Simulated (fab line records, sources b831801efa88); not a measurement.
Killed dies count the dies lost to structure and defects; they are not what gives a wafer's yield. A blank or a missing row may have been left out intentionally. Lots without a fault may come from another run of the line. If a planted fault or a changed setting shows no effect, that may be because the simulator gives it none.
Shared-tool check    flow sky130    12 lots and 36 wafers in the sample

== REASON FOR OPENING ==
At SKY_VT_ADJUST_LVTN_TW_MEAS_21 the reading VT_ADJUST_LVTN_2_TW is flagged on 2 of 12 lots. Fault-free wafers read 188.6, with a standard deviation of 0.81.
Rule: a lot is flagged in two cases, either no wafer of it has a number, or all its wafers with numbers fall more than 4 standard deviations from that mean. The rest of the lots are taken to be sound.

lot   measured      on            VT_ADJUST_LVTN_2_TW, wafer by wafer  flag
L487  day 8 00:51   filmMetro-03  189.9 189.2 189.3                    
L489  day 8 10:25   filmMetro-02  188.4 188.7 188.9                    
L490  day 8 16:42   filmMetro-03  189.1 189.7 189.3                    
L491  day 8 22:36   filmMetro-02  188.2 188.2 188.5                    
L495  day 10 08:58  filmMetro-03  188.5 187.7 187.0                    
L496  day 10 18:19  filmMetro-03  171.1 170.9 170.4                    FLAGGED
L497  day 10 20:28  filmMetro-02  188.1 188.0 187.8                    
L499  day 12 02:04  filmMetro-02  172.1 171.7 171.7                    FLAGGED
L502  day 12 13:47  filmMetro-02  188.8 189.4 190.1                    
L504  day 12 17:25  filmMetro-01  188.4 189.4 188.7                    
L505  day 12 22:39  filmMetro-03  186.6 189.1 186.7                    
L508  day 13 15:04  filmMetro-03  189.7 189.5 188.2                    
On average the flagged lots' numbers are 171.3, which is -17.3 against the usual, or -21 standard deviations.

== WHICH TOOL RAN EACH LOT ==
The record keeps 1 process step preceding the reading, out of 708 steps on the route. Each cell gives the tool, then ch followed by the chambers the sampled wafers passed through, then the start.
lot   flag     SKY_VT_ADJUST_LVTN_IMPLANT_19
L487           implanter-04 ch 0, day 8 00:36
L489           implanter-04 ch 0, day 8 10:12
L490           implanter-04 ch 0, day 8 16:27
L491           implanter-03 ch 0, day 8 22:21
L495           implanter-03 ch 0, day 10 08:44
L496  FLAGGED  implanter-04 ch 0, day 10 18:04
L497           implanter-01 ch 0, day 10 20:15
L499  FLAGGED  implanter-04 ch 0, day 12 01:50
L502           implanter-03 ch 0, day 12 13:32
L504           implanter-01 ch 0, day 12 17:11
L505           implanter-01 ch 0, day 12 22:24
L508           implanter-03 ch 0, day 13 14:49
What these steps do:
- SKY_VT_ADJUST_LVTN_IMPLANT_19
- SKY_VT_ADJUST_LVTN_TW_MEAS_21

== FLAGGED AGAINST TOTAL, ONE TOOL AT A TIME (gauges that did the reading follow at the end) ==
step                           tool          lots run  flagged  share of the flagged lots  sound lots run after its first flagged lot
SKY_VT_ADJUST_LVTN_IMPLANT_19  implanter-01  3         0        none                       -
SKY_VT_ADJUST_LVTN_IMPLANT_19  implanter-03  4         0        none                       -
SKY_VT_ADJUST_LVTN_IMPLANT_19  implanter-04  5         2        all                        0
SKY_VT_ADJUST_LVTN_TW_MEAS_21  filmMetro-01  1         0        none                       -
SKY_VT_ADJUST_LVTN_TW_MEAS_21  filmMetro-02  5         1        some                       1 (L502)
SKY_VT_ADJUST_LVTN_TW_MEAS_21  filmMetro-03  6         1        some                       2 (L505,L508)

== WHAT THE TABLE ALLOWS ==
In the table, 1 row covers all flagged lots: implanter-04 at SKY_VT_ADJUST_LVTN_IMPLANT_19.
- implanter-04 at SKY_VT_ADJUST_LVTN_IMPLANT_19: 2 of its 5 lots flagged. It ran its last sound lot, L490, at day 8 16:27 and its first flagged lot, L496, at day 10 18:04: a fault with its onset between the two fits. Its own readings (doseIonsCm2, faradayCurrentUA) fall more than 4 standard deviations out on all wafers of the flagged lots.
What remains is a single tool, implanter-04 at SKY_VT_ADJUST_LVTN_IMPLANT_19.

== WHAT HAD BEEN PUT IN BY THE SIMULATOR ==
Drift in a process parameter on implanter-04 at SKY_VT_ADJUST_LVTN_IMPLANT_19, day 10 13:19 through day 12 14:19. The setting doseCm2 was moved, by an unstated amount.
Lots struck among those shown: L496, L499. Same finding as the rule above.
